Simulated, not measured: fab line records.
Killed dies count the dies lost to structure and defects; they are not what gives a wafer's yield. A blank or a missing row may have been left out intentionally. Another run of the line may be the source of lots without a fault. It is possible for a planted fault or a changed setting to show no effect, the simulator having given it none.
Struck lot and sound lot, side by side / flow gf180mcu / 16 steps out of a route of 602
Sound: the wafers L927.2, L927.4, L927.5. Wafers struck: L932.1, L932.2, L932.5. The cause is named last.
For every step that has rows: the tool of each side, followed by ch and its chambers, followed by its first start. Under that, the readings that differ: sound wafers / struck wafers / difference of the means / sigmas: that difference in standard deviations of wafers without a fault.
alike: same words and numbers on both sides, and readings whose means sit less than 2 such deviations apart. not compared: any withheld reading, any reading some wafer has no value for, any bound like >300 that may hide the same value, and any number with overlapping values for which the record gives no deviation.
A row with sigmas, a row that says differs or no value, or rows on one side alone: a step with any of these is where the two part. Non-overlapping numbers with no deviation appear without sigmas and do not part them. A reading that every wafer of one side lacks parts them only if that side has two wafers or more.

GF_V3_BOW_MEAS_05:
  sound on film-metro-01 at day 23 10:16; struck on film-metro-04 at day 26 04:32
  alike: V3_BOW
then, 8 steps without rows for these wafers: GF_V3_DEHYDRATE_06 (time 60 s); GF_V3_HMDS_07 (prime time 60 s); GF_V3_COAT_08; GF_V3_COAT_09 (resist thk 1000 nm); GF_V3_SOFTBAKE_10 (time 60 s); GF_V3_EXPOSE_11 (exposes mask Via3, target cd 260 nm); GF_V3_PEB_12 (peb time 90 s); GF_V3_DEVELOP_13 (develop time 60 s).
GF_V3_CD_MEAS_14: target cd 260 nm.
  sound on cd-sem-01 at day 24 09:09; struck on cd-sem-01 at day 27 00:49
  alike: cd-nm
GF_V3_OVL_MEAS_15:
  sound on overlay-02 at day 24 09:15; struck on overlay-01 at day 27 00:56
  alike: V3_OVL
GF_V3_ETCH_16: etches BARC in N2/H2.
  sound on rie-diel-03 ch 1,2, day 24 09:17; struck on rie-diel-04 ch 1,2,3, day 27 00:58
reading=chamber-pressure-mTorr (mTorr); sound=29.946 29.991 30.019; struck=30.028 30.045 30.067; difference=+0.061; sigmas=+2
  alike: bias-w, drypump-motor-current-A, oes-product-au, throttle-valve-pct
GF_V3_ETCH_17: etches SiO2 in C4F8/O2/Ar, stops on TiN, target depth 635 nm.
  sound on rie-diel-03 ch 1,2, day 24 09:00; struck on rie-diel-04 ch 1,2,3, day 27 01:00
  no value came back on the struck wafers for bias-w (W), chamber-pressure-mTorr (mTorr), oes-product-au (a.u.); on the sound wafers bias-w (W) reads 1204 1200 1206
GF_V3_STRIP_18: strips in O2/N2.
  sound on plasma-asher-02 ch 0,1, day 24 09:25; struck on plasma-asher-04 ch 0,1, day 27 01:05
reading=oes-product-au (a.u.); sound=0.593 0.589 0.594; struck=0.666 0.670 0.664; difference=+0.075; sigmas=+15
  alike: drypump-motor-current-A, heater-power-w
  not compared: rf-hours-counter-h
then, 1 step without rows for these wafers: GF_V3_STRIP_19 (strips in post etch residue remover, time 1200 s).
-- the record jumps here: 6 days lie between the struck wafers' starts before and after (it left off in module V3 and takes up again in module PASSIVATION, whose first step shown is number 602 of the route) --
GF_PASSIVATION_PROBE_99:
  record: rows for the struck wafers here (prober-01, day 32 20:43), none for the sound ones

## WHERE THEY PART
First at GF_V3_ETCH_16; last, within this record, at GF_PASSIVATION_PROBE_99.

WHY: what the simulator had put in
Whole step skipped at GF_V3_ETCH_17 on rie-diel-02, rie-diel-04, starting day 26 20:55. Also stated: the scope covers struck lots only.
